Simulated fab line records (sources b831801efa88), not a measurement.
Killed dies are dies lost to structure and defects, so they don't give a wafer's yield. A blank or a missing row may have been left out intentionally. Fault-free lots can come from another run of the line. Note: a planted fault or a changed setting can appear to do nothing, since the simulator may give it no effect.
8D (eight disciplines) problem report, filled in by code :: flow sky130 :: the parts of the form that need people (team, actions taken, sign-off) are left out

1. WHAT WENT WRONG
Mean of rf_fwd_power_W at SKY_VIA1_ETCH_14: 415.7 W across 9 wafers in 3 lots; on wafers with no fault it is 495.5 W (standard deviation 2.1). That puts it -38 standard deviations away from the usual mean.
The step: etches BARC in N2/H2, stops on SiO2, time 45.9 s, target depth 60 nm.
First seen on wafer L574.1, day 36 03:14, on rie_diel-01. The record has a number at this step for 36 wafers belonging to 12 lots. By rule, "out" or "out of limits" means more than 4 standard deviations away from the usual mean. Any other wafer with a number is counted as sound.

2. WHAT THIS IS AND IS NOT
question: which readings at this step
is: rf_fwd_power_W
is not: drypump_motor_current_A, oes_product_au, throttle_valve_pct

question: which lots
is: L574, L575, L576
is not: L570, L571, L573, L585, L587, L588, L590, L591, L592

question: which wafers of those lots
is: all that have a number
is not: -

question: read on which tools
is: rie_diel-01
is not: rie_diel-03, rie_diel-04

question: when
is: from day 36 03:14
is not: up to then (9 sound wafers); but 18 sound wafers of L585, L587, L588, L590, L591, L592 came after

3. SUSPECTS, AND WHAT RULES EACH OUT
Counting: a tool at a process step up to the reading stays a suspect if it ran every lot that is out and no sound lot after the first of them.
- rie_diel-01 at SKY_VIA1_ETCH_14 (etches BARC in N2/H2, stops on SiO2, time 45.9 s, target depth 60 nm): ruled out as a lasting fault. Following L574 (day 36 03:14), the first lot on it that is out, the sound lots L587, L588, L592 were run on it.
Left after counting: nothing in the record.

4. THE CAUSE (what the simulator had put in)
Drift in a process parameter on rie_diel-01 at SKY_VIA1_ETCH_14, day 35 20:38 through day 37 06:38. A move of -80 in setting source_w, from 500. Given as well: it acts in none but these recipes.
Counting ruled it out, wrongly.

5. THE CHAIN OF EFFECTS, in route order
Each row: a reading whose mean over the struck wafers that have a number lies more than 3 standard deviations from the usual. Scope: only readings with a usual standard deviation given in the record; hours: median across lots of the time from each lot's start at the first step in this table that gives one to its start at this step; sigmas: change in usual standard deviations.
hours: 0
step: SKY_VIA1_ETCH_14
reading: rf_fwd_power_W
usual: 495.5 W
on struck wafers: 415.7
change: -79.8
sigmas: -38
It contains these process steps:
- SKY_VIA1_ETCH_14: etches BARC in N2/H2, stops on SiO2, time 45.9 s, target depth 60 nm.
Later measuring or inspecting steps at which every struck wafer that the step has a row for has a number for every such reading, and none has moved that far: SKY_METAL2_RS_MEAS_05.

6. WHAT WOULD HAVE CAUGHT IT SOONER
In this record the first reading out of limits was taken at day 36 03:14, 7 hours after the fault began at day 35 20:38.
